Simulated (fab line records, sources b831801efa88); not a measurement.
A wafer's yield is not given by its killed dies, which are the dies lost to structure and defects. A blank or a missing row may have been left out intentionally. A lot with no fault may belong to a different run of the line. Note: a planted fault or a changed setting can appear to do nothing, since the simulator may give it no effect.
The same fault as seen by 2 desks -- flow gf180mcu -- numbers are kept per desk, each desk with only its own; the story behind them comes last

## THE METROLOGY DESK
What the gauges read, lot by lot, whatever tool the lot ran on: means of the sampled wafers that have a number. A lot is out of limits, marked OUT, if its mean lies more than 4 standard deviations from the usual mean; the brackets give that distance. Readings shown: 7 of its 9, picked as those furthest out on some lot.
Columns: A = CONTACT_W_RS at GF_CONTACT_RS_MEAS_25, usual 0.383 ohm/sq; B = CONTACT_W_THK at GF_CONTACT_THK_MEAS_26, usual 295 nm; C = M1_ALCU_RS at GF_M1_RS_MEAS_05, usual 0.0698 ohm/sq; D = M1_ALCU_THK at GF_M1_THK_MEAS_06, usual 446 nm; E = cd-nm at GF_M1_CD_MEAS_14, usual 230.0 nm; F = V1_CVD_00_THK at GF_V1_THK_MEAS_01, usual 597 nm; G = V1_CVD_02_THK at GF_V1_THK_MEAS_03, usual 852 nm
lot,first seen here,A,B,C,D,E,F,G
L672,day 16 02:19,0.383,294,0.0692,452,228.9,595,866
L677,day 17 14:26,0.387,294,0.0700,445,230.1,594,859
L686,day 21 01:46,0.386,295,0.0697,449,230.2,590,867
L691,day 22 22:01,0.381,298,0.0709,438,229.8,605,848
L695,day 24 22:42,0.388,291,0.0694,446,228.4,603,845
Finding of this desk: none of the 5 lots has anything out of limits.

## AT THE TOOL OWNER'S DESK: pvd-sputter-02
At GF_M1_SPUTTER_04 (material TiN, target thk 50 nm, time 41.7 s) the tool's own readings: per lot run on this tool, the mean of the sampled wafers that have a number. A lot is out of limits, marked OUT, if its mean lies more than 4 standard deviations from the usual mean; the brackets give that distance.
Columns: A = throttle-valve-pct at GF_M1_SPUTTER_04, usual 30.2 %
lot,first seen here,A
L677,day 17 15:05,30.7
L686,day 21 02:26,30.8
Finding of this desk: none of the 2 lots has anything out of limits.

## ALL TOGETHER
Nothing out of limits was seen by the metrology desk.
Nothing out of limits was seen by the tool owner's desk.

## WHAT THE SIMULATOR PUT IN
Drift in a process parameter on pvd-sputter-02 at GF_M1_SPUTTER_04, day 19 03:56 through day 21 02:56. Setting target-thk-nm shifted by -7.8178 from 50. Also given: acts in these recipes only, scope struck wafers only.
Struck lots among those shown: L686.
